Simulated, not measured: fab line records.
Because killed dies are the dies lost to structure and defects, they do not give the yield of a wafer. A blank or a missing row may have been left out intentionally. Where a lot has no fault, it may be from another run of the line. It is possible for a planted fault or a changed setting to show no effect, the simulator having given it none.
A struck lot beside a sound one + flow sky130 + 44 out of 708 route steps
Sound: these wafers, L796.1, L796.4, L796.5. Struck: wafers L801.3, L801.6. (L801.1 of the same lot was not struck and is left out.) The cause comes at the end.
For every step that has rows: the tool of each side, followed by ch and its chambers, followed by its first start. Under that, the readings that differ: sound wafers + struck wafers + difference of the means + sigmas: that difference in standard deviations of wafers without a fault.
alike: readings with means less than 2 such deviations apart, plus words and numbers identical on both sides. not compared: withheld readings, readings lacking a value on some wafer, bounds such as >300 that could conceal the same value, and numbers that have no deviation in the record and whose values overlap.
The two part at a step that has a row with sigmas, a row that says differs or no value, or rows on one side only. Numbers that don't overlap but have no deviation are shown without sigmas and don't part them. A reading that every wafer of one side lacks parts them only if that side has two wafers or more.

first, 2 steps without rows for these wafers: SKY_VIA2_CLEAN_18 (cleans in IPA, time 180 s); SKY_VIA2_CLEAN_19 (cleans in O3/DIW).
SKY_VIA2_SPUTTER_20: material TiN, target thk 20 nm, time 80 s.
  sound on pvdSputter-04 at day 40 10:02; struck on pvdSputter-02 at day 41 21:33
  alike: throttleValvePct
then, 1 step without rows for these wafers: SKY_VIA2_CVD_21 (deposits W, target thk 420 nm, time 126.4 s).
SKY_VIA2_RS_MEAS_22: a four-point-probe measurement.
  sound on filmMetro-01 at day 40 10:13; struck on filmMetro-03 at day 41 21:44
  alike: VIA2_W_RS
SKY_VIA2_THK_MEAS_23: measures by xrf.
  sound on filmMetro-01 at day 40 10:20; struck on filmMetro-03 at day 41 21:52
  alike: VIA2_W_THK
SKY_VIA2_CMP_24: polishes, stops on SiO2, t overpolish 20 s, target thk 0 nm.
  sound on cmp-01 ch 0,1,2, day 40 10:24; struck on cmp-01 ch 0,1, day 41 21:55
  alike: motorCurrentA, overpolishRunS, retainingRingPressureFrac, timeToEndpointS
SKY_METAL3_SPUTTER_00: material Ti, target thk 15 nm, time 10 s.
  sound on pvdSputter-02 at day 40 10:42; struck on pvdSputter-04 at day 41 22:13
  alike: throttleValvePct
then, 2 steps without rows for these wafers: SKY_METAL3_SPUTTER_01 (material TiN, target thk 20 nm, time 16.7 s); SKY_METAL3_SPUTTER_02 (material AlCu, target thk 735 nm, time 39.1 s).
SKY_METAL3_SPUTTER_03: material Ti, target thk 5 nm, time 3.3 s.
  sound on pvdSputter-02 at day 40 10:47; struck on pvdSputter-04 at day 41 22:19
  alike: throttleValvePct
then, 1 step without rows for these wafers: SKY_METAL3_SPUTTER_04 (material TiN, target thk 70 nm, time 58.3 s).
SKY_CAPM_CVD_00: deposits SiO2, target thk 15.5 nm.
  sound on pecvd-02 ch 0,1, day 40 10:52; struck on pecvd-02 ch 0,2, day 41 22:22
| reading                              | sound            | struck      | difference | sigmas |
|--------------------------------------|------------------|-------------|------------|--------|
| model.SiO2_of_CAPM_CVD_00.thkNm (nm) | 15.16 15.72 15.4 | 9.283 9.391 | -6.090     |        |
  alike: heaterPowerOuterW, heaterPowerW
SKY_CAPM_THK_MEAS_01:
  sound on filmMetro-02 at day 40 10:53; struck on filmMetro-03 at day 41 22:37
| reading              | sound             | struck    | difference | sigmas |
|----------------------|-------------------|-----------|------------|--------|
| CAPM_CVD_00_THK (nm) | 15.13 15.70 15.43 | 9.30 9.44 | -6.05      | -34    |
  not compared: hold
SKY_CAPM_SPUTTER_02: material TiN, target thk 200 nm, time 166.7 s.
  sound on pvdSputter-03 at day 40 10:56; struck on pvdSputter-03 at day 42 00:03
| reading | sound | struck                                          | difference                   | sigmas |
|---------|-------|-------------------------------------------------|------------------------------|--------|
| hold    | - - - | awaitDispo/1.4h/release awaitDispo/1.4h/release | no value on the sound wafers |        |
  alike: throttleValvePct
SKY_CAPM_RS_MEAS_03: a four-point-probe measurement.
  sound on filmMetro-03 at day 40 11:03; struck on filmMetro-04 at day 42 00:10
  alike: CAPM_TIN_RS
SKY_CAPM_THK_MEAS_04: measures by xrf.
  sound on filmMetro-03 at day 40 11:10; struck on filmMetro-04 at day 42 00:17
  alike: CAPM_TIN_THK
then, 7 steps without rows for these wafers: SKY_CAPM_DEHYDRATE_05 (time 60 s); SKY_CAPM_HMDS_06 (prime time 60 s); SKY_CAPM_COAT_07 (resist thk 1140 nm); SKY_CAPM_SOFTBAKE_08 (time 60 s); SKY_CAPM_EXPOSE_09 (exposes mask CAPM, target cd 1000 nm); SKY_CAPM_PEB_10; SKY_CAPM_DEVELOP_11 (develop time 60 s).
SKY_CAPM_OVL_MEAS_12:
  sound on overlay-02 at day 41 10:49; struck on overlay-01 at day 42 22:02
  alike: CAPM_OVL
then, 13 steps without rows for these wafers: SKY_CAPM_METAL_ETCH_13 (etches TiN in Cl2/BCl3, stops on SiO2, target depth 220 nm, time 62.9 s); SKY_CAPM_STRIP_14 (strips in O2/N2); SKY_CAPM_STRIP_15 (strips in post etch residue remover, time 1200 s); SKY_CAPM_CLEAN_16 (cleans in IPA, time 180 s); SKY_CAPM_CLEAN_17 (cleans in O3/DIW); SKY_METAL3_DEHYDRATE_05 (time 60 s); SKY_METAL3_HMDS_06 (prime time 60 s); SKY_METAL3_COAT_07 (resist thk 60 nm); SKY_METAL3_COAT_08 (resist thk 1140 nm); SKY_METAL3_SOFTBAKE_09 (time 90 s); SKY_METAL3_EXPOSE_10 (exposes mask MM3, target cd 300 nm); SKY_METAL3_PEB_11; SKY_METAL3_DEVELOP_12 (develop time 60 s).
SKY_METAL3_CD_MEAS_13: target cd 300 nm.
  sound on cdSem-01 at day 42 11:05; struck on cdSem-01 at day 43 21:07
| reading   | sound             | struck      | difference | sigmas |
|-----------|-------------------|-------------|------------|--------|
| cdNm (nm) | 298.4 298.4 298.3 | 302.5 302.3 | +4.0       | +3     |
SKY_METAL3_OVL_MEAS_14:
  sound on overlay-01 at day 42 11:12; struck on overlay-01 at day 43 21:14
  alike: METAL3_OVL
then, 2 steps without rows for these wafers: SKY_METAL3_DESCUM_15 (chemistry O2, time 8 s); SKY_METAL3_ETCH_16 (etches BARC in N2/H2, stops on SiO2, time 88.2 s, target depth 60 nm).
SKY_METAL3_ETCH_17: etches SiO2 in C4F8/O2/Ar, stops on TiN, time 3.9 s, target depth 15 nm.
  sound on rieDiel-01 ch 2,3, day 42 11:22; struck on rieDiel-03 ch 0,2, day 43 21:23
| reading                 | sound             | struck      | difference | sigmas |
|-------------------------|-------------------|-------------|------------|--------|
| oesProductAu (a.u.)     | 0.746 0.759 0.750 | 0.598 0.603 | -0.151     | -24    |
| model.etch.depthNm (nm) | 15.16 15.72 15.4  | 9.283 9.391 | -6.090     |        |
  not compared: rfHoursCounterH
-- the record jumps here: 6 days lie between the struck wafers' starts before and after (it left off in module METAL3 and takes up again in module PAD_OPEN, whose first step shown is number 708 of the route) --
SKY_PAD_OPEN_PROBE_99:
  sound on prober-01 at day 48 22:50; struck on prober-02 at day 50 00:56
| reading                               | sound                | struck              | difference | sigmas |
|---------------------------------------|----------------------|---------------------|------------|--------|
| model.etest.tester.sortNPass          | 416 408 411          | 0 0                 | -412       |        |
| model.etest.tester.sortYieldPct (%)   | 84.55 82.93 83.54    | 0 0                 | -84        |        |
| model.etest.tester.sort_bin_5_pct (%) | 7.724 8.943 11.38    | 94.11 92.68         | +84.05     |        |
| model.etest.capMim.bvV (V)            | 13.64 14.13 14.29    | 8.07 8.475          | -5.75      |        |
| model.etest.capMim.leakLog10ACm2      | -8.906 -8.985 -8.962 | -6.408 -6.327       | +2.584     |        |
| model.etest.capMim.cFfUm2             | 2.394 2.332 2.356    | 3.884 3.845         | +1.504     |        |
| model.etest.tester.sort_bin_4_pct (%) | 0 0 0                | 3.652e-07 2.532e-09 | +1.839e-07 |        |
| model.etest.tester.sort_bin_8_pct (%) | 0 0 0                | 1.196e-18 8.379e-19 | +1.017e-18 |        |
  alike: defectLimitedYield, killed_at_M0_to_M3, killed_at_M4_up, killedAtContacts, killedAtFrontEnd, killedAtOther, killedDies, killedOpen, killedShort

== WHERE THEY PART ==
At SKY_CAPM_THK_MEAS_01 first; at SKY_METAL3_ETCH_17 last (within this record only). Later steps at which nothing parts them and some readings are alike: SKY_PAD_OPEN_PROBE_99.

WHY: what the simulator had put in
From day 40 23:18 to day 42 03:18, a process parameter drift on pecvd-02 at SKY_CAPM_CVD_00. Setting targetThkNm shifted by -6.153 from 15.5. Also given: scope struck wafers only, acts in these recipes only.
